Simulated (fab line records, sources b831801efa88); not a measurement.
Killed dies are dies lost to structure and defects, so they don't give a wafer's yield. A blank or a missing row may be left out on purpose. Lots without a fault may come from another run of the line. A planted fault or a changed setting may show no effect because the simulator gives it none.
One fault seen from 2 desks | flow gf180mcu | each desk has only its own numbers; what lay behind them comes last

THE TOOL OWNER'S DESK: pvd_sputter-02
The tool's own readings at GF_MIM_SPUTTER_01 (material TiN, target thk 30 nm, time 25 s): means of the sampled wafers that have a number, for each lot that ran on this tool. A lot is out of limits, marked OUT, if its mean lies more than 4 standard deviations from the usual mean; the brackets give that distance.
Columns: A = cathode_dc_power_W at GF_MIM_SPUTTER_01, usual 6500.2 W; B = throttle_valve_pct at GF_MIM_SPUTTER_01, usual 29.6 %
lot  | first seen here | A                        | B
L720 | day 26 12:48    | 6500.3                   | 29.6
L721 | day 27 09:37    | 6224.7 (-99 or more) OUT | 29.5
L725 | day 28 13:21    | 6225.1 (-99 or more) OUT | 29.6
This desk's finding: out of limits on L721, L725; first on L721, day 27 09:37 (cathode_dc_power_W at GF_MIM_SPUTTER_01). In limits: L720.

THE METROLOGY DESK
What the gauges read, lot by lot, whatever tool the lot ran on: means of the sampled wafers that have a number. A lot is out of limits, marked OUT, if its mean lies more than 4 standard deviations from the usual mean; the brackets give that distance.
Columns: A = V4_W_RS at GF_V4_RS_MEAS_24, usual 0.326 ohm/sq; B = V4_W_THK at GF_V4_THK_MEAS_25, usual 360 nm
lot  | first seen here | A     | B
L720 | day 26 12:17    | 0.323 | 363
L721 | day 27 09:03    | 0.321 | 363
L726 | day 28 12:25    | 0.329 | 358
L725 | day 28 12:46    | 0.324 | 365
L731 | day 29 20:03    | 0.322 | 362
L737 | day 31 09:33    | 0.326 | 360
This desk's finding: nothing out of limits on any of the 6 lots.

PUT TOGETHER
The tool owner's desk could have raised an alarm at day 27 09:37, on L721, L725.
The metrology desk saw nothing out of limits.
The metrology desk has L721, L725 on record, within its limits.
Of the lots named, all ran GF_MIM_SPUTTER_01 on pvd_sputter-02.

WHAT THE SIMULATOR HAD PUT IN
Process parameter drift: pvd_sputter-02, from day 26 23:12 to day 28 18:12, at GF_MIM_SPUTTER_01. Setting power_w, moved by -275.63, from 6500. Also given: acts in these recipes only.
Lots struck among those shown: L721, L725.
Hours from the fault's start to each desk's first reading out of limits: the tool owner's desk, 10.
